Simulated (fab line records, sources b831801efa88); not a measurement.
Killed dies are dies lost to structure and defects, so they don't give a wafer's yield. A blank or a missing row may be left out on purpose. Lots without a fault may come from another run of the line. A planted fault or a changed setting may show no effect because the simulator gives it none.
fab line records | flow gf180mcu
record lots=14 wafers=42 last_day=34
route steps=602 shown DUAL_GATE@152 HV_LDD@196 NSD@237 PSD@259
lots that met no fault: from a run of the same line without faults
start_h: hours from the record's first day to the start of the lot's first wafer shown | wait_h: hours since the lot's step before | " the same as in the row above | L1.1+2: a row that stands for several wafers | - no value, or no start given | * or withheld: withheld | < > ~ a bound
route shown NAME@n: a module of which the file shows steps, and the number in the route of the first | usual: mean/standard deviation of fault-free wafers | same: alike in all rows | chamber/n: place in a boat | sites: the reading at each site | _std_site: their standard deviation | _edge_site: outer sites' mean less inner sites' | radius_mm: how far each site lies from the wafer's centre | mask NAME#n: copy n | behind: the tool/chamber that last shaped the wafer | hold: why the lot was held/for how many hours/how that ended | device: the transistor (n, p or np) that didn't switch | end of line: the same wafers' tests at the end of the route | a step without rows: its recipe alone | killed: dies lost to structure and defects at the first sort, not the wafer's yield | map: a wafer's dies, x killed, . not, _ none there
set.NAME: the setting as run; set.NAME@STEP: as run at that earlier step | model.NAME: the simulator's own value behind a step, which no gauge read
steps of the route over a sample of lots; a table a step, a row a wafer
services: from which hour (start_h, from the record's first day; less than 0 if before it) a tool's chamber was out of use, for how many hours, and why
## steps
# step GF_DUAL_GATE_OVL_MEAS_11
# usual DUAL_GATE_OVL=0.3/1.6
# columns lot.wafer tool chamber start_h wait_h DUAL_GATE_OVL[nm]
L669.3 overlay-02 - 184.82 0.1 2.1
L669.4 " - " " 0.1
L669.5 " - " " 0.4
L670.1 overlay-01 - 188.83 0.1 -0.1
L670.3 " - " " -0.1
L670.4 " - " " -1.5
L673.3 overlay-01 - 215.12 0.1 -1.5
L673.5 " - " " -2.3
L673.6 " - " " -2.4
L674.1 overlay-01 - 225.31 0.1 -0.1
L674.2 " - " " 1.4
L674.3 " - " " 0.5
L677.3 overlay-01 - 241.37 0.1 -0.4
L677.5 " - " " -1.3
L677.6 " - " " -1.6
L680.1 overlay-01 - 262.73 0.1 0.6
L680.4 " - " " 0.4
L680.5 " - " " -0.6
L682.3 overlay-02 - 280.27 0.1 0.5
L682.4 " - " " 1.9
L682.6 " - " " 1.6
L684.1 overlay-02 - 291.01 0.1 1.3
L684.2 " - " " -0.1
L684.5 " - " " 0.4
L685.4 overlay-02 - 295.27 0.1 0.3
L685.5 " - " " -0.8
L685.6 " - " " 0.1
L686.1 overlay-01 - 303.56 0.1 0.7
L686.2 " - " " 2.3
L686.5 " - " " -0.1
L687.3 overlay-01 - 312.22 0.1 1.2
L687.4 " - " " 0.9
L687.6 " - " " 1.3
L688.3 overlay-01 - 315.44 0.1 -1.8
L688.4 " - " " -1.9
L688.5 " - " " -3.2
L689.2 overlay-01 - 323.08 0.1 -1.6
L689.3 " - " " -0.8
L689.4 " - " " -0.5
L690.2 overlay-02 - 328.13 0.1 -1.5
L690.3 " - " " -2.2
L690.4 " - " " -1.4
# step GF_HV_LDD_OVL_MEAS_20
# usual HV_LDD_01_OVL=-0.4/1.5
# columns lot.wafer tool chamber start_h wait_h HV_LDD_01_OVL[nm]
L669.3 overlay-02 - 242.74 0.1 0.6
L669.4 " - " " 0.9
L669.5 " - " " -0.2
L670.1 overlay-01 - 247.48 0.1 0.2
L670.3 " - " " 0.6
L670.4 " - " " 0.6
L673.3 overlay-02 - 278.61 0.1 -0.9
L673.5 " - " " -1.7
L673.6 " - " " -1.8
L674.1 overlay-01 - 288.95 0.1 -0.4
L674.2 " - " " -1.8
L674.3 " - " " -0.5
L677.3 overlay-01 - 304.86 0.1 0.7
L677.5 " - " " 1.0
L677.6 " - " " 1.7
L680.1 overlay-01 - 328.38 0.1 -3.3
L680.4 " - " " -2.1
L680.5 " - " " -1.8
L682.3 overlay-01 - 347.79 0.1 -1.0
L682.4 " - " " -0.2
L682.6 " - " " -1.3
L684.1 overlay-02 - 361.93 0.1 -1.5
L684.2 " - " " -2.2
L684.5 " - " " 0.1
L685.4 overlay-02 - 365.29 0.1 -0.6
L685.5 " - " " 0.1
L685.6 " - " " -0.7
L686.1 overlay-01 - 372.93 0.1 -2.8
L686.2 " - " " -3.9
L686.5 " - " " -2.9
L687.3 overlay-02 - 381.26 0.1 -1.5
L687.4 " - " " -0.6
L687.6 " - " " -2.1
L688.3 overlay-01 - 387.39 0.1 -0.3
L688.4 " - " " -0.5
L688.5 " - " " 0.5
L689.2 overlay-02 - 394.13 0.1 -1.4
L689.3 " - " " -1.5
L689.4 " - " " -1.7
L690.2 overlay-02 - 399.28 0.1 0.6
L690.3 " - " " 0.0
L690.4 " - " " 0.1
# step GF_HV_LDD_ETCHBACK_58
# recipe chemistry=CH3F/O2 target=Si3N4 stop_on=SiO2 source_w=400 bias_w=80 pressure_mtorr=25 ch3f_flow_sccm=40 O2_flow_sccm=30 time_s=100 target_depth_a=900
# usual drypump_motor_current_A=5.7/0.43 oes_product_au=0.844/0.0059 rf_fwd_power_W=397.4/1.4 throttle_valve_pct=10.560/0.0087
# columns lot.wafer tool chamber start_h wait_h drypump_motor_current_A oes_product_au rf_fwd_power_W rf_hours_counter_h throttle_valve_pct
L669.3 rie_diel-04 1 287.89 0.0 4.7 0.848 394.6 0 10.554
L669.4 " 2 " " 5.5 0.851 398.6 104 10.549
L669.5 " 1 " " 4.8 0.843 397.1 - 10.539
L670.1 rie_diel-03 3 291.15 0.1 5.3 0.851 397.0 11 10.564
L670.3 " 0 " " 6.0 0.841 397.5 115 10.556
L670.4 " 1 " " 5.4 0.843 398.3 13 10.555
L673.3 rie_diel-02 1 323.16 0.0 6.6 0.855 399.9 88 10.560
L673.5 " 0 " " 5.6 0.851 396.9 - 10.563
L673.6 " 1 " " 6.6 0.854 398.3 - 10.568
L674.1 rie_diel-03 2 333.74 0.1 5.7 0.848 395.9 39 10.569
L674.2 " 3 " " 5.3 0.848 397.2 12 10.571
L674.3 " 0 " " 6.0 0.842 398.2 116 10.554
L677.3 rie_diel-02 0 350.75 0.0 5.6 0.840 395.5 88 10.564
L677.5 " 0 " " 5.6 0.836 396.4 - 10.549
L677.6 " 1 " " 6.6 0.839 398.6 - 10.562
L680.1 rie_diel-03 3 376.10 0.1 5.3 0.841 396.2 13 10.563
L680.4 " 3 " " 5.3 0.844 395.7 - 10.554
L680.5 " 2 " " 5.7 0.846 396.1 - 10.558
L682.3 rie_diel-03 2 395.35 0.0 5.7 0.850 398.6 40 10.561
L682.4 " 1 " " 5.4 0.841 398.1 15 10.552
L682.6 " 2 " " 5.7 0.854 398.1 - 10.563
L684.1 rie_diel-04 1 411.23 0.1 4.8 0.849 396.3 3 10.546
L684.2 " 0 " " 5.7 0.845 395.4 2 10.551
L684.5 " 3 " " 5.8 0.855 396.1 - 10.554
L685.4 rie_diel-03 1 416.09 0.0 5.4 0.840 397.4 16 10.556
L685.5 " 2 " " 5.7 0.854 398.4 - 10.556
L685.6 " 1 " " 5.4 0.839 398.0 - 10.563
L686.1 rie_diel-02 3 423.54 0.1 5.9 0.848 396.8 20 10.580
L686.2 " 0 " " 5.6 0.851 397.9 90 10.550
L686.5 " 1 " " 6.6 0.855 397.4 - 10.554
L687.3 rie_diel-02 0 432.40 0.0 5.6 0.852 397.3 90 10.546
L687.4 " 2 " " 6.3 0.855 397.1 25 10.562
L687.6 " 2 " " 6.3 0.837 399.5 - 10.552
L688.3 rie_diel-02 2 438.60 0.0 6.3 0.835 398.0 25 10.567
L688.4 " 1 " " 6.6 0.840 398.7 92 10.572
L688.5 " 3 " " 5.9 0.838 396.6 - 10.561
L689.2 rie_diel-02 2 446.38 0.0 6.3 0.856 399.0 26 10.557
L689.3 " 0 " " 5.6 0.853 396.3 91 10.562
L689.4 " 1 " " 6.6 0.842 398.2 92 10.574
L690.2 rie_diel-04 3 450.38 0.0 5.8 0.836 397.6 15 10.560
L690.3 " 0 " " 5.8 0.838 393.9 - 10.547
L690.4 " 3 " " 5.8 0.846 397.5 - 10.564
# step GF_NSD_COAT_02
# recipe resist=NOVOLAK spin_rpm=3000 resist_thk_nm=1000
# usual chill_plate_temp_C=23.00/0.099 dispense_pressure_kPa=52.3/2.6 spin_speed_rpm=3000.3/1.9
# columns lot.wafer tool chamber start_h wait_h chill_plate_temp_C dispense_pressure_kPa spin_speed_rpm
L669.3 litho_track-02 0 297.23 0.1 23.01 54.7 2999.6
L669.4 " 0 " " 23.09 54.7 2999.3
L669.5 " 0 " " 22.90 54.7 3001.6
L670.1 litho_track-02 0 300.83 0.1 22.95 54.7 2999.7
L670.3 " 0 " " 22.91 54.7 3001.0
L670.4 " 0 " " 22.96 54.7 2996.9
L673.3 litho_track-02 - 332.98 0.1 - - -
L673.5 " - " " - - -
L673.6 " - " " - - -
L674.1 litho_track-01 - 344.51 0.1 - - -
L674.2 " - " " - - -
L674.3 " - " " - - -
L677.3 litho_track-01 0 360.90 0.1 23.01 48.3 3000.5
L677.5 " 0 " " 23.04 48.3 3000.4
L677.6 " 0 " " 23.01 48.3 2998.8
L680.1 litho_track-02 0 386.93 0.1 23.12 54.7 3005.5
L680.4 " 0 " " 23.05 54.7 2999.5
L680.5 " 0 " " 22.86 54.7 3000.6
L682.3 litho_track-01 0 407.35 0.1 23.11 48.3 2999.1
L682.4 " 0 " " 23.18 48.4 3000.3
L682.6 " 0 " " 23.12 48.3 3000.2
L684.1 litho_track-03 0 422.36 0.1 23.03 51.8 2999.4
L684.2 " 0 " " 23.10 51.7 3001.7
L684.5 " 0 " " 22.93 51.8 3002.1
L685.4 litho_track-02 0 428.00 0.1 22.89 54.6 3001.1
L685.5 " 0 " " 22.90 54.7 2999.8
L685.6 " 0 " " 23.11 54.7 3002.0
L686.1 litho_track-01 0 435.65 0.1 22.91 48.3 3002.1
L686.2 " 0 " " 23.18 48.3 3002.1
L686.5 " 0 " " 23.23 48.4 3000.3
L687.3 litho_track-02 0 444.18 0.1 22.98 54.6 3001.2
L687.4 " 0 " " 22.92 54.6 3000.7
L687.6 " 0 " " 23.01 54.7 2999.1
L688.3 litho_track-03 0 450.11 0.1 23.04 51.7 3001.6
L688.4 " 0 " " 23.11 51.7 3000.6
L688.5 " 0 " " 23.02 51.7 3001.7
L689.2 litho_track-01 0 458.03 0.1 23.00 48.4 3001.7
L689.3 " 0 " " 23.03 48.3 3002.1
L689.4 " 0 " " 22.92 48.4 3002.2
L690.2 litho_track-02 0 462.60 0.1 22.94 54.7 3002.8
L690.3 " 0 " " 22.99 54.7 3003.1
L690.4 " 0 " " 23.17 54.7 3002.8
# step GF_NSD_CD_MEAS_07
# recipe target_cd_nm=400
# usual cd_nm=400.3/2.3
# columns lot.wafer tool chamber start_h wait_h cd_nm
L669.3 cd_sem-01 - 307.02 0.1 397.1
L669.4 " - " " 394.6
L669.5 " - " " 396.3
L670.1 cd_sem-01 - 311.21 0.1 396.9
L670.3 " - " " 397.8
L670.4 " - " " 397.6
L673.3 cd_sem-01 - 343.92 0.1 -
L673.5 " - " " -
L673.6 " - " " -
L674.1 cd_sem-01 - 355.56 0.1 -
L674.2 " - " " -
L674.3 " - " " -
L677.3 cd_sem-01 - 372.74 0.1 401.8
L677.5 " - " " 401.3
L677.6 " - " " 400.1
L680.1 cd_sem-01 - 398.35 0.1 404.7
L680.4 " - " " 403.1
L680.5 " - " " 403.8
L682.3 cd_sem-02 - 419.34 0.1 401.7
L682.4 " - " " 403.5
L682.6 " - " " 400.3
L684.1 cd_sem-01 - 434.75 0.1 400.0
L684.2 " - " " 402.3
L684.5 " - " " 401.6
L685.4 cd_sem-02 - 440.12 0.1 402.7
L685.5 " - " " 397.5
L685.6 " - " " 400.9
L686.1 cd_sem-01 - 447.56 0.1 401.2
L686.2 " - " " 400.3
L686.5 " - " " 401.0
L687.3 cd_sem-02 - 456.15 0.1 403.0
L687.4 " - " " 402.4
L687.6 " - " " 402.6
L688.3 cd_sem-02 - 462.75 0.1 399.4
L688.4 " - " " 398.9
L688.5 " - " " 400.2
L689.2 cd_sem-02 - 470.72 0.1 401.3
L689.3 " - " " 401.3
L689.4 " - " " 399.6
L690.2 cd_sem-01 - 474.42 0.1 399.2
L690.3 " - " " 397.7
L690.4 " - " " 400.4
# step GF_PSD_TW_MEAS_11
# usual PSD_TW=3173/17
# columns lot.wafer tool chamber start_h wait_h PSD_TW
L669.3 film_metro-03 - 327.90 0.1 3178
L669.4 " - " " 3197
L669.5 " - " " 3167
L670.1 film_metro-02 - 332.36 0.1 3158
L670.3 " - " " 3164
L670.4 " - " " 3151
L673.3 film_metro-01 - 366.63 0.1 4279
L673.5 " - " " 4249
L673.6 " - " " 4254
L674.1 film_metro-03 - 378.76 0.1 4254
L674.2 " - " " 4263
L674.3 " - " " 4257
L677.3 film_metro-03 - 395.33 0.1 3150
L677.5 " - " " 3156
L677.6 " - " " 3157
L680.1 film_metro-03 - 422.71 0.1 3164
L680.4 " - " " 3155
L680.5 " - " " 3172
L682.3 film_metro-01 - 444.48 0.1 3177
L682.4 " - " " 3172
L682.6 " - " " 3187
L684.1 film_metro-01 - 459.08 0.1 3177
L684.2 " - " " 3180
L684.5 " - " " 3181
L685.4 film_metro-01 - 465.17 0.1 3171
L685.5 " - " " 3182
L685.6 " - " " 3177
L686.1 film_metro-02 - 472.28 0.1 3158
L686.2 " - " " 3160
L686.5 " - " " 3166
L687.3 film_metro-02 - 481.50 0.1 3183
L687.4 " - " " 3180
L687.6 " - " " 3185
L688.3 film_metro-02 - 487.78 0.1 3198
L688.4 " - " " 3193
L688.5 " - " " 3189
L689.2 film_metro-01 - 496.27 0.1 3190
L689.3 " - " " 3201
L689.4 " - " " 3187
L690.2 film_metro-01 - 499.77 0.1 3176
L690.3 " - " " 3183
L690.4 " - " " 3188
## services
# columns tool chamber start_h hours kind
rie_diel-02 0 281.76 13.0 repair
rie_diel-04 0 298.10 - clean
rie_diel-04 0 298.10 17.0 scheduled_down
rie_diel-04 0 298.10 17.0 vent_cycle
rie_diel-03 - 308.47 0.2 repair
rie_diel-02 - 336.10 4.3 pm
rie_diel-04 - 340.16 2.8 pm
rie_diel-03 0 373.56 - clean
rie_diel-03 0 373.56 18.4 scheduled_down
rie_diel-03 0 373.56 18.4 vent_cycle
rie_diel-03 - 374.00 1.3 repair
rie_diel-04 3 377.68 8.6 repair
rie_diel-04 1 382.63 7.7 repair
rie_diel-02 0 384.43 3.8 repair
rie_diel-03 0 421.29 8.3 repair
rie_diel-03 3 429.80 70.1 repair
rie_diel-04 2 434.44 2.4 repair
rie_diel-04 2 436.87 - clean
rie_diel-04 2 436.87 21.7 scheduled_down
rie_diel-04 2 436.87 21.7 vent_cycle
rie_diel-04 1 446.93 3.7 repair
rie_diel-03 2 455.40 10.7 repair
## key
first_sign step=GF_NSD_COAT_02 reading=tool_record direction=missing
effect step=GF_NSD_CD_MEAS_07 reading=cd_nm direction=missing
effect step=GF_PSD_TW_MEAS_11 reading=PSD_TW direction=up sigmas=65 usual=3173 struck=4260
met_at GF_NSD_COAT_02
struck_lots L673,L674
sort_left_out L673.3,L673.5,L673.6,L674.1,L674.2,L674.3
tester_left_out L673,L674
not_acting_at GF_DUAL_GATE_OVL_MEAS_11,GF_HV_LDD_OVL_MEAS_20,GF_HV_LDD_ETCHBACK_58
onset_between 300.83 332.98
fault kind=skipped_step_whole tool=litho_track-01,litho_track-02 chamber=- onset_h=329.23 steps=GF_NSD_COAT_02 scope=struck_lots_only
# tester_left_out: of these lots the tester's yield and bins aren't shown, on N5 and GAA mostly nor the transistor test; their killed dies are dies lost to structure and defects alone, not to doping, threshold or leakage, so they don't give the yield
# sort_left_out: the simulated sort isn't trusted on such a fault, so these wafers' sort isn't shown, and their yield isn't known
